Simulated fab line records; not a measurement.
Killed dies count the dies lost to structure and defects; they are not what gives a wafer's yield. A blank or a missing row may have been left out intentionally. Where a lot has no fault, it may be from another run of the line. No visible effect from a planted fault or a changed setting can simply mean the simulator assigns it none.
The tool behind it: which one? -- flow gf180mcu -- 14 lots with 42 wafers sampled at 5 steps, on a route of 602 steps

WHAT THE GAUGES SHOWED, per wafer
GF_LVPWELL_OVL_MEAS_07. Usual: LVPWELL_OVL -0.2 nm, standard deviation 1.3.
lot,measured,on,LVPWELL_OVL (nm),flag
L429,day 4 10:16,overlay-01,-0.7 -2.2 -1.9,
L430,day 4 15:37,overlay-02,-1.5 0.4 -0.9,
L431,day 4 20:22,overlay-01,-1.2 -1.4 -0.7,
L432,day 5 02:00,overlay-01,-0.2 0.4 0.7,
L433,day 5 07:03,overlay-01,0.6 -0.3 -0.7,
L434,day 5 12:14,overlay-02,-0.1 -1.1 -0.2,
L435,day 5 17:11,overlay-02,-1.4 -0.3 -1.4,
L440,day 6 19:04,overlay-02,-1.9 -1.9 -0.9,
L442,day 7 07:22,overlay-01,-1.1 -2.0 -0.3,
L444,day 8 04:40,overlay-01,0.2 1.5 0.3,
L447,day 8 17:07,overlay-01,-0.8 -1.8 -0.7,
L446,day 8 17:52,overlay-01,-1.0 -1.6 -2.6,
L448,day 8 21:34,overlay-01,0.8 -1.2 -0.1,
L449,day 9 06:55,overlay-01,2.9 1.3 1.7,

GF_LVPWELL_TW_MEAS_11. Usual: LVPWELL_TW 567, standard deviation 9.5.
lot,measured,on,LVPWELL_TW,flag
L429,day 4 10:43,film metro-01,559 558 559,
L430,day 4 16:04,film metro-04,552 552 552,
L431,day 4 20:48,film metro-04,551 550 550,
L432,day 5 02:26,film metro-01,554 555 551,
L433,day 5 07:29,film metro-04,551 554 554,
L434,day 5 12:40,film metro-02,574 570 573,
L435,day 5 17:37,film metro-02,571 574 574,
L440,day 6 19:30,film metro-04,565 565 564,
L442,day 7 07:49,film metro-04,566 565 565,
L444,day 8 05:06,film metro-01,554 556 555,
L447,day 8 17:33,film metro-02,577 578 578,
L446,day 8 18:18,film metro-02,578 582 578,
L448,day 8 22:00,film metro-02,579 577 578,
L449,day 9 07:22,film metro-02,577 574 576,

GF_VT_IMPLANT_TW_MEAS_21. Usual: VT_IMPLANT_2_TW 1224, standard deviation 18.
lot,measured,on,VT_IMPLANT_2_TW,flag
L429,day 6 19:57,film metro-03,1217 1219 1218,
L430,day 7 02:02,film metro-02,1242 1234 1243,
L431,day 7 06:40,film metro-02,1245 1248 1256,
L432,day 7 11:47,film metro-04,1232 1222 1214,
L433,day 7 18:08,film metro-04,1222 1221 1227,
L434,day 8 00:54,film metro-02,1255 1261 1260,
L435,day 8 06:04,film metro-02,1562 1564 1568 1564 1565 1561,OFF
L440,day 9 13:22,film metro-03,1501 1494 1497 1494 1503 1497,OFF
L442,day 10 04:11,film metro-04,1514 1522 1520 1529 1520 1530,OFF
L444,day 11 04:17,film metro-03,1205 1219 1208,
L447,day 11 18:38,film metro-03,1213 1208 1213,
L446,day 11 19:17,film metro-03,1205 1206 1218,
L448,day 11 23:00,film metro-02,1245 1249 1251,
L449,day 12 10:40,film metro-02,1248 1255 1243,

GF_VT_IMPLANT_OVL_MEAS_40. Usual: VT_IMPLANT_03_OVL 1.2 nm, standard deviation 1.4.
lot,measured,on,VT_IMPLANT_03_OVL (nm),flag
L429,day 8 02:49,overlay-01,1.7 4.2 2.9,
L430,day 8 10:10,overlay-01,2.1 1.9 4.6,
L431,day 8 14:49,overlay-02,1.4 1.9 2.0,
L432,day 8 20:03,overlay-01,0.6 2.0 1.3,
L433,day 9 03:46,overlay-01,3.2 0.8 1.6,
L434,day 9 10:46,overlay-01,0.2 -1.1 -0.9,
L435,day 9 15:58,overlay-02,2.6 2.0 0.2,
L440,day 11 00:51,overlay-02,-0.1 -0.6 -0.9,
L442,day 11 15:54,overlay-02,1.6 2.8 1.3,
L444,day 12 18:43,overlay-01,-0.4 2.3 1.5,
L447,day 13 10:45,overlay-01,-0.9 -0.3 2.0,
L446,day 13 11:26,overlay-01,-1.7 0.2 0.7,
L448,day 13 14:41,overlay-02,-0.4 0.4 -0.1,
L449,day 14 03:40,overlay-02,0.5 1.1 -0.6,

TOOL THAT RAN EACH LOT (tool first, then ch and the chambers of the sampled wafers, then the start)
lot,GF_VT_IMPLANT_IMPLANT_19
L429,"implanter-01 ch 0, day 6 19:43"
L430,"implanter-01 ch 0, day 7 01:47"
L431,"implanter-03 ch 0, day 7 06:26"
L432,"implanter-01 ch 0, day 7 11:32"
L433,"implanter-04 ch 0, day 7 17:55"
L434,"implanter-03 ch 0, day 8 00:41"
L435,"implanter-04 ch 0, day 8 05:32"
L440,"implanter-04 ch 0, day 9 12:48"
L442,"implanter-04 ch 0, day 10 03:37"
L444,"implanter-04 ch 0, day 11 04:02"
L447,"implanter-01 ch 0, day 11 18:23"
L446,"implanter-04 ch 0, day 11 19:02"
L448,"implanter-01 ch 0, day 11 22:47"
L449,"implanter-04 ch 0, day 12 10:25"
- GF_VT_IMPLANT_IMPLANT_19

AS READ BY THE TOOLS THEMSELVES (means over the sampled wafers that have a number; for cases with no such wafer, the mark the record gives instead)
GF_VT_IMPLANT_IMPLANT_19. Usual: end station pressure torr 5.03e-06 Torr, standard deviation 2.6e-07.
lot,tool,end station pressure torr (Torr),flag
L429,implanter-01,4.78e-06,
L430,implanter-01,5.17e-06,
L431,implanter-03,5.17e-06,
L432,implanter-01,5.06e-06,
L433,implanter-04,4.93e-06,
L434,implanter-03,4.92e-06,
L435,implanter-04,4.96e-06,
L440,implanter-04,4.92e-06,
L442,implanter-04,5.10e-06,
L444,implanter-04,5.15e-06,
L447,implanter-01,5.18e-06,
L446,implanter-04,4.84e-06,
L448,implanter-01,5.01e-06,
L449,implanter-04,5.09e-06,

THE ANSWER, worked out from the rows above alone
Rule: lot off if the mean of its wafers having a number is beyond 3 standard deviations from the usual mean. A lot without any number at a reading at which 4 lots or more have one is off too. The other lots that the step has rows for count as sound. First the gauges in route order, then the tools' own readings, where a lot's mean is used as printed above. At the first step where some lot is off, the reading lying furthest off is the one used; lots without a number count as furthest.
Off: at GF_VT_IMPLANT_TW_MEAS_21 (VT_IMPLANT_2_TW), L435, L440, L442.
A tool fits if, at a process step before that reading, it ran every lot that is off, and no sound lot after the first of them. Those tools and the gauges at GF_VT_IMPLANT_TW_MEAS_21 are tried in the same way. None of those tried fits.

WHAT WAS PUT IN BY THE SIMULATOR
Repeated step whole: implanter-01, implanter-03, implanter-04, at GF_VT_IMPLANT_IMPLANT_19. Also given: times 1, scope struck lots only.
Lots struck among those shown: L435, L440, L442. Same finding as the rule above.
